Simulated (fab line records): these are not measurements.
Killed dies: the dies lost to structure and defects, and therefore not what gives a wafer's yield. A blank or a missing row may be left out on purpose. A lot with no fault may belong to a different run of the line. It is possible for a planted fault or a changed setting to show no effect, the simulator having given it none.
fab line records + flow gf180mcu
record:
- lots: 5
- wafers: 15
- lastDay: 34
route steps=602 shown V4@496 MIM@503
lots that met no fault: taken from a fault-free run of the same line
startH: hours from the record's first day to the start of the lot's first wafer shown + waitH: how many hours have passed since the lot's step before this one + " the same as in the row above + L1.1+2: one row covering several wafers at once + - either no value or no given start + * or withheld: withheld + < > ~ a bound
route shown NAME@n: names a module that has steps shown in the file, with the first one's number in the route + usual: average and standard deviation across the fault-free wafers + same: alike in all rows + chamber/n: place in a boat + sites: readings site by site + _std_site: standard deviation across them + _edge_site: the outer-site mean with the inner-site mean subtracted + radiusMm: for every site, how far away it sits from the centre of the wafer + mask NAME#n: copy n + behind: tool/chamber where the wafer was last shaped + hold: why the lot went on hold/how many hours it stayed there/how the hold came to an end + device: the n, p or np transistor that did not switch + end of line: tests run on the same wafers once the route is complete + a step given without rows: its recipe and nothing more + killed: dies that structure and defects cost at the first sort, which is not the same as the wafer's yield + map: a wafer's dies, x killed, . not, _ none there
set.NAME: the setting as run; set.NAME@STEP: as run at that earlier step + model.NAME: the simulator's own value behind a step, which no gauge read
lots at some steps of the route; a table a step, a row a wafer
services: the hour from which a tool's chamber was out of use, counted from the record's first day as startH (under 0 if before that day), plus the number of hours and why
== steps ==
step: GF_V4_CLEAN_20
recipe:
- chemistry: DIW
- dry: n2Spin
| lot.wafer  | tool        | chamber | startH | waitH |
|------------|-------------|---------|--------|-------|
| L081.4+5+6 | wetBench-01 | 2       | 620.88 | 0.0   |
| L080.2+3+5 | wetBench-01 | 2       | 624.16 | 0.0   |
| L084.3+5+6 | wetBench-03 | 0       | 647.33 | 0.0   |
| L087.1+2+5 | wetBench-03 | 2       | 668.52 | 0.0   |
| L097.2+3+4 | wetBench-01 | 1       | 726.56 | 0.0   |
step: GF_V4_SPUTTER_21
recipe:
- material: Ti
- targetThkNm: 15
- chamberPressurePa: 5
- powerW: 2500
- substrateTempC: 200
- timeS: 80.02
usual:
- chamberPressurePa: 5.000/0.01
- throttleValvePct: 30.5/0.98
| lot.wafer | tool          | chamber | startH | waitH | chamberPressurePa | throttleValvePct |
|-----------|---------------|---------|--------|-------|-------------------|------------------|
| L081.4    | pvdSputter-03 | -       | 620.98 | 0.0   | 5.016             | 29.8             |
| L081.5    | "             | -       | "      | "     | 5.001             | 29.6             |
| L081.6    | "             | -       | "      | "     | 4.997             | 31.6             |
| L080.2    | pvdSputter-04 | -       | 624.25 | 0.0   | 4.996             | 29.4             |
| L080.3    | "             | -       | "      | "     | 5.004             | 31.4             |
| L080.5    | "             | -       | "      | "     | 4.994             | 29.1             |
| L084.3    | pvdSputter-04 | -       | 647.42 | 0.0   | 5.004             | 29.2             |
| L084.5    | "             | -       | "      | "     | 5.007             | 29.1             |
| L084.6    | "             | -       | "      | "     | 5.000             | 31.3             |
| L087.1    | pvdSputter-03 | -       | 668.61 | 0.0   | 4.994             | 30.2             |
| L087.2    | "             | -       | "      | "     | 5.005             | 31.9             |
| L087.5    | "             | -       | "      | "     | 5.029             | 31.4             |
| L097.2    | pvdSputter-03 | -       | 726.65 | 0.0   | 5.011             | 31.5             |
| L097.3    | "             | -       | "      | "     | 5.003             | 29.5             |
| L097.4    | "             | -       | "      | "     | 4.996             | 32.1             |
step: GF_V4_SPUTTER_22
recipe:
- material: TiN
- targetThkNm: 10
- chamberPressurePa: 5
- powerW: 4000
- timeS: 40
usual:
- chamberPressurePa: 5.000/0.01
- throttleValvePct: 30.6/0.94
| lot.wafer | tool          | chamber | startH | waitH | chamberPressurePa | throttleValvePct |
|-----------|---------------|---------|--------|-------|-------------------|------------------|
| L081.4    | pvdSputter-03 | -       | 621.04 | 0.0   | 4.994             | 29.8             |
| L081.5    | "             | -       | "      | "     | 4.998             | 29.9             |
| L081.6    | "             | -       | "      | "     | 4.997             | 31.2             |
| L080.2    | pvdSputter-04 | -       | 624.31 | 0.0   | 5.015             | 29.3             |
| L080.3    | "             | -       | "      | "     | 5.006             | 31.5             |
| L080.5    | "             | -       | "      | "     | 5.019             | 29.4             |
| L084.3    | pvdSputter-04 | -       | 647.48 | 0.0   | 4.989             | 29.4             |
| L084.5    | "             | -       | "      | "     | 4.998             | 29.5             |
| L084.6    | "             | -       | "      | "     | 4.985             | 31.4             |
| L087.1    | pvdSputter-03 | -       | 668.67 | 0.0   | 4.983             | 30.3             |
| L087.2    | "             | -       | "      | "     | 5.011             | 32.1             |
| L087.5    | "             | -       | "      | "     | 5.028             | 31.5             |
| L097.2    | pvdSputter-03 | -       | 726.71 | 0.0   | 5.006             | 31.5             |
| L097.3    | "             | -       | "      | "     | 4.993             | 30.0             |
| L097.4    | "             | -       | "      | "     | 4.991             | 32.0             |
step: GF_V4_CVD_23
recipe:
- material: W
- targetThkNm: 350
- timeS: 104.9
- tempC: 400
- pressureTorr: 40
usual:
- heaterPowerW: 898/28
| lot.wafer | tool    | chamber | startH | waitH | heaterPowerW |
|-----------|---------|---------|--------|-------|--------------|
| L081.4    | cvdW-01 | 0       | 621.11 | 0.1   | 882          |
| L081.5    | "       | 0       | "      | "     | 888          |
| L081.6    | "       | 1       | "      | "     | 885          |
| L080.2    | cvdW-02 | 1       | 624.36 | 0.0   | 917          |
| L080.3    | "       | 1       | "      | "     | 909          |
| L080.5    | "       | 1       | "      | "     | 911          |
| L084.3    | cvdW-02 | 0       | 647.55 | 0.1   | 879          |
| L084.5    | "       | 1       | "      | "     | 941          |
| L084.6    | "       | 0       | "      | "     | 859          |
| L087.1    | cvdW-02 | 0       | 668.71 | 0.0   | 875          |
| L087.2    | "       | 1       | "      | "     | 926          |
| L087.5    | "       | 0       | "      | "     | 868          |
| L097.2    | cvdW-01 | 1       | 726.75 | 0.0   | 933          |
| L097.3    | "       | 1       | "      | "     | 882          |
| L097.4    | "       | 0       | "      | "     | 888          |
step: GF_V4_RS_MEAS_24
recipe:
- thkMeasGauge: four-point-probe
- reads: W_of_V4_CVD_23+TiN_of_V4_SPUTTER_22+Ti_of_V4_SPUTTER_21
usual:
- V4_W_RS: 0.327/0.0037
| lot.wafer | tool         | chamber | startH | waitH | V4_W_RS[ohm/sq] |
|-----------|--------------|---------|--------|-------|-----------------|
| L081.4    | filmMetro-03 | -       | 621.25 | 0.1   | 0.322           |
| L081.5    | "            | -       | "      | "     | 0.322           |
| L081.6    | "            | -       | "      | "     | 0.331           |
| L080.2    | filmMetro-03 | -       | 624.49 | 0.1   | 0.332           |
| L080.3    | "            | -       | "      | "     | 0.328           |
| L080.5    | "            | -       | "      | "     | 0.328           |
| L084.3    | filmMetro-03 | -       | 647.67 | 0.1   | 0.330           |
| L084.5    | "            | -       | "      | "     | 0.330           |
| L084.6    | "            | -       | "      | "     | 0.329           |
| L087.1    | filmMetro-04 | -       | 668.82 | 0.1   | 0.324           |
| L087.2    | "            | -       | "      | "     | 0.324           |
| L087.5    | "            | -       | "      | "     | 0.323           |
| L097.2    | filmMetro-02 | -       | 726.88 | 0.1   | 0.328           |
| L097.3    | "            | -       | "      | "     | 0.330           |
| L097.4    | "            | -       | "      | "     | 0.323           |
step: GF_V4_THK_MEAS_25
recipe:
- thkMeasGauge: xrf
- reads: W_of_V4_CVD_23
usual:
- V4_W_THK: 356/5.7
| lot.wafer | tool         | chamber | startH | waitH | V4_W_THK[nm] |
|-----------|--------------|---------|--------|-------|--------------|
| L081.4    | filmMetro-03 | -       | 621.34 | 0.1   | 369          |
| L081.5    | "            | -       | "      | "     | 370          |
| L081.6    | "            | -       | "      | "     | 358          |
| L080.2    | filmMetro-03 | -       | 624.60 | 0.1   | 352          |
| L080.3    | "            | -       | "      | "     | 358          |
| L080.5    | "            | -       | "      | "     | 358          |
| L084.3    | filmMetro-03 | -       | 647.77 | 0.1   | 355          |
| L084.5    | "            | -       | "      | "     | 356          |
| L084.6    | "            | -       | "      | "     | 354          |
| L087.1    | filmMetro-04 | -       | 668.94 | 0.1   | 354          |
| L087.2    | "            | -       | "      | "     | 355          |
| L087.5    | "            | -       | "      | "     | 353          |
| L097.2    | filmMetro-02 | -       | 726.99 | 0.1   | 349          |
| L097.3    | "            | -       | "      | "     | 348          |
| L097.4    | "            | -       | "      | "     | 355          |
step: GF_V4_CMP_26
recipe:
- stopOn: SiO2
- downForcePsi: 3.5
- platenRpm: 60
- tOverpolishS: 15
- targetThkNm: 0
- padVelocityMS: 0.94248
usual:
- motorCurrentA: 11.2/1.5
- overpolishRunS: 15.000/0.0088
- timeToEndpointS: 84.7/2.9
| lot.wafer | tool   | chamber | startH | waitH | motorCurrentA | overpolishRunS | timeToEndpointS |
|-----------|--------|---------|--------|-------|---------------|----------------|-----------------|
| L081.4    | cmp-02 | 1       | 621.47 | 0.1   | 8.9           | 15.013         | 85.2            |
| L081.5    | "      | 3       | "      | "     | 11.3          | 14.983         | 82.8            |
| L081.6    | "      | 0       | "      | "     | 13.2          | 15.008         | 82.0            |
| L080.3    | cmp-01 | 3       | 624.65 | 0.0   | 11.4          | 15.007         | 83.3            |
| L080.2    | "      | 1       | "      | "     | 10.9          | 14.993         | 82.1            |
| L080.5    | "      | 3       | "      | "     | 11.5          | 15.014         | 84.6            |
| L084.3    | cmp-02 | 3       | 647.91 | 0.1   | 11.6          | 14.998         | 79.4            |
| L084.5    | "      | 1       | "      | "     | 9.4           | 15.008         | 81.8            |
| L084.6    | "      | 2       | "      | "     | 13.8          | 15.020         | 80.7            |
| L087.1    | cmp-01 | 3       | 669.00 | 0.1   | 11.8          | 14.990         | 86.2            |
| L087.2    | "      | 2       | "      | "     | 12.0          | 14.999         | 85.1            |
| L087.5    | "      | 0       | "      | "     | 9.2           | 15.000         | 81.4            |
| L097.2    | cmp-01 | 3       | 727.04 | 0.0   | 10.8          | 15.002         | 81.7            |
| L097.4    | "      | 0       | "      | "     | 9.4           | 15.012         | 86.6            |
| L097.3    | "      | 1       | "      | "     | 12.0          | 14.994         | 82.8            |
step: GF_MIM_SPUTTER_00
recipe:
- material: Ti
- targetThkNm: 37.5
- arrivingIonEnergyEv: 80
- substrateTempC: 200
- chamberPressurePa: 2
- powerW: 4000
- timeS: 150
usual:
- chamberPressurePa: 2.000/0.004
- throttleValvePct: 29.7/0.85
| lot.wafer | tool          | chamber | startH | waitH | chamberPressurePa | throttleValvePct |
|-----------|---------------|---------|--------|-------|-------------------|------------------|
| L081.4    | pvdSputter-01 | -       | 621.67 | 0.1   | 2.001             | 30.1             |
| L081.5    | "             | -       | "      | "     | 2.001             | 29.3             |
| L081.6    | "             | -       | "      | "     | 2.001             | 30.4             |
| L080.2    | pvdSputter-01 | -       | 624.95 | 0.1   | 2.000             | 29.9             |
| L080.3    | "             | -       | "      | "     | 2.001             | 29.2             |
| L080.5    | "             | -       | "      | "     | 2.004             | 29.8             |
| L084.3    | pvdSputter-02 | -       | 648.11 | 0.1   | 2.008             | 29.9             |
| L084.5    | "             | -       | "      | "     | 2.004             | 28.5             |
| L084.6    | "             | -       | "      | "     | 2.003             | 29.6             |
| L087.1    | pvdSputter-03 | -       | 669.30 | 0.2   | 1.994             | 30.2             |
| L087.2    | "             | -       | "      | "     | 1.996             | 31.5             |
| L087.5    | "             | -       | "      | "     | 2.006             | 31.8             |
| L097.2    | pvdSputter-01 | -       | 727.34 | 0.2   | 1.997             | 29.7             |
| L097.3    | "             | -       | "      | "     | 1.994             | 30.6             |
| L097.4    | "             | -       | "      | "     | 2.000             | 29.7             |
step: GF_MIM_SPUTTER_01
recipe:
- material: TiN
- targetThkNm: 30
- powerW: 6500
- timeS: 25
- chamberPressurePa: 0.4
usual:
- chamberPressurePa: 0.4000/0.00094
- throttleValvePct: 29.7/0.83
| lot.wafer | tool          | chamber | startH | waitH | chamberPressurePa | throttleValvePct |
|-----------|---------------|---------|--------|-------|-------------------|------------------|
| L081.4    | pvdSputter-01 | -       | 621.77 | 0.1   | 0.4004            | 29.8             |
| L081.5    | "             | -       | "      | "     | 0.4005            | 29.2             |
| L081.6    | "             | -       | "      | "     | 0.4019            | 30.3             |
| L080.2    | pvdSputter-01 | -       | 625.05 | 0.1   | 0.3998            | 29.6             |
| L080.3    | "             | -       | "      | "     | 0.4014            | 29.3             |
| L080.5    | "             | -       | "      | "     | 0.4001            | 29.8             |
| L084.3    | pvdSputter-02 | -       | 648.21 | 0.1   | 0.4000            | 30.2             |
| L084.5    | "             | -       | "      | "     | 0.4004            | 28.8             |
| L084.6    | "             | -       | "      | "     | 0.4003            | 30.1             |
| L087.1    | pvdSputter-03 | -       | 669.40 | 0.1   | 0.4000            | 30.3             |
| L087.2    | "             | -       | "      | "     | 0.3996            | 31.6             |
| L087.5    | "             | -       | "      | "     | 0.3982            | 31.6             |
| L097.2    | pvdSputter-01 | -       | 727.44 | 0.1   | 0.3989            | 29.7             |
| L097.3    | "             | -       | "      | "     | 0.3999            | 30.5             |
| L097.4    | "             | -       | "      | "     | 0.3994            | 29.2             |
step: GF_MIM_SPUTTER_02
recipe:
- material: AlCu
- targetThkNm: 450
- powerW: 10600
- timeS: 23.9
- chamberPressurePa: 0.4
usual:
- chamberPressurePa: 0.4000/0.00075
- throttleValvePct: 29.7/0.85
| lot.wafer | tool          | chamber | startH | waitH | chamberPressurePa | throttleValvePct |
|-----------|---------------|---------|--------|-------|-------------------|------------------|
| L081.4    | pvdSputter-01 | -       | 621.80 | 0.0   | 0.3989            | 29.8             |
| L081.5    | "             | -       | "      | "     | 0.4010            | 29.5             |
| L081.6    | "             | -       | "      | "     | 0.3997            | 30.9             |
| L080.2    | pvdSputter-01 | -       | 625.08 | 0.0   | 0.3999            | 29.9             |
| L080.3    | "             | -       | "      | "     | 0.3990            | 29.2             |
| L080.5    | "             | -       | "      | "     | 0.3998            | 29.8             |
| L084.3    | pvdSputter-02 | -       | 648.24 | 0.0   | 0.4004            | 30.2             |
| L084.5    | "             | -       | "      | "     | 0.3998            | 28.8             |
| L084.6    | "             | -       | "      | "     | 0.4004            | 29.8             |
| L087.1    | pvdSputter-03 | -       | 669.43 | 0.0   | 0.4009            | 30.1             |
| L087.2    | "             | -       | "      | "     | 0.3993            | 31.5             |
| L087.5    | "             | -       | "      | "     | 0.3998            | 31.8             |
| L097.2    | pvdSputter-01 | -       | 727.47 | 0.0   | 0.4007            | 29.6             |
| L097.3    | "             | -       | "      | "     | 0.4015            | 30.4             |
| L097.4    | "             | -       | "      | "     | 0.3991            | 29.6             |
step: GF_MIM_SPUTTER_03
recipe:
- material: Ti
- targetThkNm: 10
- substrateTempC: 300
- chamberPressurePa: 0.3
- powerW: 3000
- timeS: 6.7
usual:
- chamberPressurePa: 0.3000/0.00056
- throttleValvePct: 29.7/0.85
| lot.wafer | tool          | chamber | startH | waitH | chamberPressurePa | throttleValvePct |
|-----------|---------------|---------|--------|-------|-------------------|------------------|
| L081.4    | pvdSputter-01 | -       | 621.83 | 0.0   | 0.2990            | 29.9             |
| L081.5    | "             | -       | "      | "     | 0.3004            | 29.4             |
| L081.6    | "             | -       | "      | "     | 0.3014            | 30.4             |
| L080.2    | pvdSputter-01 | -       | 625.11 | 0.0   | 0.3006            | 29.5             |
| L080.3    | "             | -       | "      | "     | 0.2998            | 29.2             |
| L080.5    | "             | -       | "      | "     | 0.3000            | 29.7             |
| L084.3    | pvdSputter-02 | -       | 648.27 | 0.0   | 0.3012            | 29.8             |
| L084.5    | "             | -       | "      | "     | 0.3006            | 28.8             |
| L084.6    | "             | -       | "      | "     | 0.3005            | 29.8             |
| L087.1    | pvdSputter-03 | -       | 669.46 | 0.0   | 0.2995            | 30.2             |
| L087.2    | "             | -       | "      | "     | 0.3003            | 31.4             |
| L087.5    | "             | -       | "      | "     | 0.2998            | 31.8             |
| L097.2    | pvdSputter-01 | -       | 727.50 | 0.0   | 0.2995            | 29.7             |
| L097.3    | "             | -       | "      | "     | 0.2996            | 30.3             |
| L097.4    | "             | -       | "      | "     | 0.2996            | 29.3             |
step: GF_MIM_SPUTTER_04
recipe:
- material: TiN
- targetThkNm: 50
- powerW: 6500
- timeS: 41.7
- chamberPressurePa: 0.4
usual:
- chamberPressurePa: 0.4000/0.00079
- throttleValvePct: 29.6/0.82
| lot.wafer | tool          | chamber | startH | waitH | chamberPressurePa | throttleValvePct |
|-----------|---------------|---------|--------|-------|-------------------|------------------|
| L081.4    | pvdSputter-01 | -       | 621.85 | 0.0   | 0.4005            | 29.7             |
| L081.5    | "             | -       | "      | "     | 0.4000            | 29.3             |
| L081.6    | "             | -       | "      | "     | 0.4002            | 30.4             |
| L080.2    | pvdSputter-01 | -       | 625.13 | 0.0   | 0.4005            | 30.0             |
| L080.3    | "             | -       | "      | "     | 0.3996            | 29.1             |
| L080.5    | "             | -       | "      | "     | 0.4006            | 29.8             |
| L084.3    | pvdSputter-02 | -       | 648.29 | 0.0   | 0.4004            | 29.6             |
| L084.5    | "             | -       | "      | "     | 0.4004            | 29.0             |
| L084.6    | "             | -       | "      | "     | 0.3996            | 29.9             |
| L087.1    | pvdSputter-03 | -       | 669.48 | 0.0   | 0.4001            | 30.0             |
| L087.2    | "             | -       | "      | "     | 0.3996            | 31.4             |
| L087.5    | "             | -       | "      | "     | 0.4007            | 31.7             |
| L097.2    | pvdSputter-01 | -       | 727.52 | 0.0   | 0.3999            | 29.8             |
| L097.3    | "             | -       | "      | "     | 0.4005            | 30.1             |
| L097.4    | "             | -       | "      | "     | 0.3994            | 29.4             |
step: GF_MIM_CVD_05
recipe:
- material: Si3N4
- targetThkNm: 42
- tempMaxC: 400
- tempC: 385
- timeS: 29.086
- rfW: 450
usual:
- heaterPowerW: 648/77
| lot.wafer | tool     | chamber | startH | waitH | heaterPowerW |
|-----------|----------|---------|--------|-------|--------------|
| L081.4    | pecvd-02 | 1       | 621.91 | 0.0   | 668          |
| L081.5    | "        | 0       | "      | "     | 729          |
| L081.6    | "        | 2       | "      | "     | 568          |
| L080.2    | pecvd-01 | 2       | 625.17 | 0.0   | 795          |
| L080.3    | "        | 1       | "      | "     | 534          |
| L080.5    | "        | 0       | "      | "     | 580          |
| L084.3    | pecvd-02 | 2       | 648.33 | 0.0   | 660          |
| L084.5    | "        | 0       | "      | "     | 680          |
| L084.6    | "        | 1       | "      | "     | 740          |
| L087.1    | pecvd-03 | 2       | 669.52 | 0.0   | 705          |
| L087.2    | "        | 0       | "      | "     | 691          |
| L087.5    | "        | 1       | "      | "     | 675          |
| L097.2    | pecvd-03 | 2       | 727.56 | 0.0   | 700          |
| L097.3    | "        | 0       | "      | "     | 711          |
| L097.4    | "        | 1       | "      | "     | 668          |
step: GF_MIM_THK_MEAS_06
recipe:
- reads: Si3N4_of_MIM_CVD_05
usual:
- MIM_CVD_05_THK: 42.0/0.61
| lot.wafer | tool         | chamber | startH | waitH | MIM_CVD_05_THK[nm] |
|-----------|--------------|---------|--------|-------|--------------------|
| L081.4    | filmMetro-01 | -       | 621.95 | 0.0   | 42.3               |
| L081.5    | "            | -       | "      | "     | 43.1               |
| L081.6    | "            | -       | "      | "     | 42.6               |
| L080.2    | filmMetro-01 | -       | 625.21 | 0.0   | 42.4               |
| L080.3    | "            | -       | "      | "     | 42.5               |
| L080.5    | "            | -       | "      | "     | 43.2               |
| L084.3    | filmMetro-01 | -       | 648.38 | 0.0   | 42.4               |
| L084.5    | "            | -       | "      | "     | 43.2               |
| L084.6    | "            | -       | "      | "     | 43.6               |
| L087.1    | filmMetro-03 | -       | 669.55 | 0.0   | 42.0               |
| L087.2    | "            | -       | "      | "     | 41.8               |
| L087.5    | "            | -       | "      | "     | 43.3               |
| L097.2    | filmMetro-04 | -       | 727.61 | 0.0   | 41.1               |
| L097.3    | "            | -       | "      | "     | 41.4               |
| L097.4    | "            | -       | "      | "     | 42.4               |
step: GF_MIM_SPUTTER_07
recipe:
- material: TiN
- targetThkNm: 60
- powerW: 6500
- timeS: 50
- chamberPressurePa: 0.4
usual:
- chamberPressurePa: 0.4001/0.00086
- throttleValvePct: 30.1/0.98
| lot.wafer | tool          | chamber | startH | waitH | chamberPressurePa | throttleValvePct |
|-----------|---------------|---------|--------|-------|-------------------|------------------|
| L081.4    | pvdSputter-02 | -       | 621.98 | 0.0   | 0.3985            | 29.3             |
| L081.5    | "             | -       | "      | "     | 0.4000            | 28.8             |
| L081.6    | "             | -       | "      | "     | 0.4007            | 30.0             |
| L080.2    | pvdSputter-02 | -       | 625.26 | 0.0   | 0.3986            | 29.2             |
| L080.3    | "             | -       | "      | "     | 0.4001            | 28.9             |
| L080.5    | "             | -       | "      | "     | 0.3985            | 29.7             |
| L084.3    | pvdSputter-03 | -       | 648.42 | 0.0   | 0.4002            | 30.2             |
| L084.5    | "             | -       | "      | "     | 0.4010            | 30.2             |
| L084.6    | "             | -       | "      | "     | 0.4007            | 32.1             |
| L087.1    | pvdSputter-01 | -       | 669.61 | 0.1   | 0.3997            | 30.6             |
| L087.2    | "             | -       | "      | "     | 0.4008            | 29.6             |
| L087.5    | "             | -       | "      | "     | 0.4000            | 29.8             |
| L097.2    | pvdSputter-03 | -       | 727.66 | 0.0   | 0.4007            | 30.1             |
| L097.3    | "             | -       | "      | "     | 0.4004            | 31.5             |
| L097.4    | "             | -       | "      | "     | 0.3997            | 29.7             |
step: GF_MIM_SPUTTER_08
recipe:
- material: AlCu
- targetThkNm: 200
- powerW: 10600
- timeS: 10.6
- chamberPressurePa: 0.4
usual:
- chamberPressurePa: 0.3999/0.00088
- throttleValvePct: 30.1/0.95
| lot.wafer | tool          | chamber | startH | waitH | chamberPressurePa | throttleValvePct |
|-----------|---------------|---------|--------|-------|-------------------|------------------|
| L081.4    | pvdSputter-02 | -       | 622.03 | 0.0   | 0.4001            | 29.6             |
| L081.5    | "             | -       | "      | "     | 0.3987            | 29.0             |
| L081.6    | "             | -       | "      | "     | 0.4003            | 30.1             |
| L080.2    | pvdSputter-02 | -       | 625.31 | 0.0   | 0.3991            | 29.4             |
| L080.3    | "             | -       | "      | "     | 0.3993            | 28.8             |
| L080.5    | "             | -       | "      | "     | 0.4002            | 29.3             |
| L084.3    | pvdSputter-03 | -       | 648.47 | 0.0   | 0.3992            | 30.2             |
| L084.5    | "             | -       | "      | "     | 0.3999            | 30.0             |
| L084.6    | "             | -       | "      | "     | 0.3992            | 31.9             |
| L087.1    | pvdSputter-01 | -       | 669.66 | 0.0   | 0.4001            | 30.4             |
| L087.2    | "             | -       | "      | "     | 0.3997            | 29.7             |
| L087.5    | "             | -       | "      | "     | 0.3993            | 29.5             |
| L097.2    | pvdSputter-03 | -       | 727.70 | 0.0   | 0.3995            | 30.4             |
| L097.3    | "             | -       | "      | "     | 0.4003            | 31.5             |
| L097.4    | "             | -       | "      | "     | 0.4001            | 30.0             |
step: GF_MIM_SPUTTER_09
recipe:
- material: TiN
- targetThkNm: 35
- powerW: 6500
- timeS: 29.2
- chamberPressurePa: 0.4
usual:
- chamberPressurePa: 0.4001/0.00079
- throttleValvePct: 30.1/0.97
| lot.wafer | tool          | chamber | startH | waitH | chamberPressurePa | throttleValvePct |
|-----------|---------------|---------|--------|-------|-------------------|------------------|
| L081.4    | pvdSputter-02 | -       | 622.05 | 0.0   | 0.4002            | 29.8             |
| L081.5    | "             | -       | "      | "     | 0.3997            | 28.4             |
| L081.6    | "             | -       | "      | "     | 0.3989            | 30.2             |
| L080.2    | pvdSputter-02 | -       | 625.33 | 0.0   | 0.3995            | 29.4             |
| L080.3    | "             | -       | "      | "     | 0.3985            | 29.0             |
| L080.5    | "             | -       | "      | "     | 0.3999            | 29.4             |
| L084.3    | pvdSputter-03 | -       | 648.49 | 0.0   | 0.4009            | 30.1             |
| L084.5    | "             | -       | "      | "     | 0.4010            | 30.0             |
| L084.6    | "             | -       | "      | "     | 0.4012            | 31.7             |
| L087.1    | pvdSputter-01 | -       | 669.68 | 0.0   | 0.3991            | 30.5             |
| L087.2    | "             | -       | "      | "     | 0.3997            | 29.4             |
| L087.5    | "             | -       | "      | "     | 0.3988            | 29.3             |
| L097.2    | pvdSputter-03 | -       | 727.72 | 0.0   | 0.4000            | 30.0             |
| L097.3    | "             | -       | "      | "     | 0.4002            | 31.2             |
| L097.4    | "             | -       | "      | "     | 0.4003            | 29.6             |
== services ==
| tool          | chamber | startH | hours | kind                  |
|---------------|---------|--------|-------|-----------------------|
| cmp-01        | -       | 598.33 | 15.3  | pm                    |
| pvdSputter-02 | -       | 599.30 | 5.0   | repair                |
| cvdW-01       | -       | 613.33 | 1.2   | repair                |
| cmp-01        | -       | 628.21 | 0.9   | repair                |
| cvdW-01       | 1       | 629.80 | 1.8   | repair                |
| cvdW-02       | -       | 631.53 | 2.8   | pm                    |
| cmp-01        | -       | 634.23 | 2.9   | pm                    |
| cvdW-01       | -       | 635.06 | 4.3   | pm                    |
| cvdW-02       | 0       | 635.11 | 3.2   | repair                |
| pecvd-01      | -       | 636.17 | 0.6   | repair                |
| pecvd-01      | 2       | 639.05 | 10.0  | repair                |
| pecvd-03      | 0       | 643.42 | 2.3   | repair                |
| cmp-01        | -       | 649.20 | 0.3   | repair                |
| pvdSputter-01 | 3       | 654.71 | -     | consumableReplace:kit |
| wetBench-01   | -       | 657.91 | 3.6   | repair                |
| pecvd-02      | -       | 672.01 | 1.4   | repair                |
| pvdSputter-03 | -       | 679.11 | 7.1   | repair                |
| cvdW-01       | -       | 681.50 | 14.6  | pm                    |
| cmp-02        | -       | 687.15 | 1.8   | repair                |
| pvdSputter-03 | -       | 688.03 | 0.5   | repair                |
| pvdSputter-04 | -       | 692.27 | 2.2   | repair                |
| pecvd-02      | -       | 692.94 | 2.8   | pm                    |
| pecvd-02      | 0       | 706.82 | 7.8   | repair                |
| pvdSputter-04 | -       | 716.32 | 1.1   | repair                |
== key ==
fault none
